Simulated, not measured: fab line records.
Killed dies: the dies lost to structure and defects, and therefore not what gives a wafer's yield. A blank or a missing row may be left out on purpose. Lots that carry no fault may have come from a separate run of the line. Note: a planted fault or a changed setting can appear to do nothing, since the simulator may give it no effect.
Which tool is to blame? -- flow gf180mcu -- 14 lots, 42 wafers sampled, at 2 steps of a route of 602

## WHAT EACH GAUGE READ, for each wafer
GF_HV_LDD_OVL_MEAS_32. Usual: HV_LDD_02_OVL typically reads -0.1 nm, with standard deviation 1.5.
lot,measured,on,HV_LDD_02_OVL (nm),flag
L833,day 12 15:37,overlay-01,3.2 1.2 1.4,
L832,day 12 16:45,overlay-01,-2.9 -2.5 -1.4,
L834,day 13 01:42,overlay-01,-2.2 -0.3 -1.1,
L835,day 13 10:34,overlay-01,0.2 -0.3 -2.7,
L836,day 13 14:50,overlay-01,-1.3 0.9 -1.0,
L837,day 13 17:46,overlay-01,0.5 -1.1 -2.1,
L839,day 14 10:15,overlay-02,-0.9 -1.0 -0.8,
L840,day 14 18:19,overlay-02,-0.1 -2.5 0.4,
L841,day 15 07:12,overlay-02,0.0 -0.1 0.5,
L843,day 15 12:50,overlay-02,-1.1 -0.2 -1.0,
L844,day 16 04:40,overlay-02,0.4 1.3 -0.6,
L845,day 16 08:12,overlay-02,1.2 2.5 0.9,
L847,day 16 23:00,overlay-02,0.5 -0.2 -2.8,
L853,day 19 00:06,overlay-01,-0.8 -0.7 -0.5,

GF_HV_LDD_THK_MEAS_57. Usual: HV_LDD_CVD_56_THK typically reads 89.8 nm, with standard deviation 0.89.
lot,measured,on,HV_LDD_CVD_56_THK (nm),flag
L833,day 13 15:21,film_metro-01,89.6 89.4 89.2,
L832,day 13 16:14,film_metro-02,89.7 89.9 90.0,
L834,day 14 01:36,film_metro-01,89.3 89.7 89.1,
L835,day 14 11:01,film_metro-01,88.4 89.1 88.8,
L836,day 14 15:08,film_metro-01,88.7 88.9 89.2,
L837,day 14 18:01,film_metro-01,91.2 90.7 90.7,
L839,day 15 11:27,film_metro-02,90.4 89.0 89.8,
L840,day 15 19:41,film_metro-02,89.7 89.3 90.1,
L841,day 16 08:46,film_metro-04,89.4 89.4 89.8,
L843,day 16 14:42,film_metro-01,90.8 89.8 90.5,
L844,day 17 06:50,film_metro-01,90.2 89.6 90.2,
L845,day 17 11:21,film_metro-02,89.3 89.2 88.6,
L847,day 18 02:31,film_metro-01,88.5 89.3 89.4,
L853,day 20 04:59,film_metro-04,92.0 92.2 91.8,

## WHAT TOOL EACH LOT RAN ON (gives the tool, then ch and the chambers of the sampled wafers, and finally the start)
There is no process step in the record ahead of these readings.

## AS READ BY THE TOOLS THEMSELVES (means over the sampled wafers that have a number; for cases with no such wafer, the mark the record gives instead)
The record holds no such reading with a usual standard deviation.

## THE ANSWER, worked out from the rows above alone
Rule: a lot is off if the mean of its wafers that have a number lies more than 3 standard deviations from the usual mean. A lot without any number at a reading at which 4 lots or more have one is off too. All remaining lots with rows at the step are treated as sound. The gauges are gone through in route order, then the tools' own readings, and for those a lot's mean is taken as printed above. At the first step where some lot is off, the reading lying furthest off is the one used; lots without a number count as furthest.
Across all readings shown, no lot is off: no conclusion can be drawn from this.

## WHAT WAS PUT IN BY THE SIMULATOR
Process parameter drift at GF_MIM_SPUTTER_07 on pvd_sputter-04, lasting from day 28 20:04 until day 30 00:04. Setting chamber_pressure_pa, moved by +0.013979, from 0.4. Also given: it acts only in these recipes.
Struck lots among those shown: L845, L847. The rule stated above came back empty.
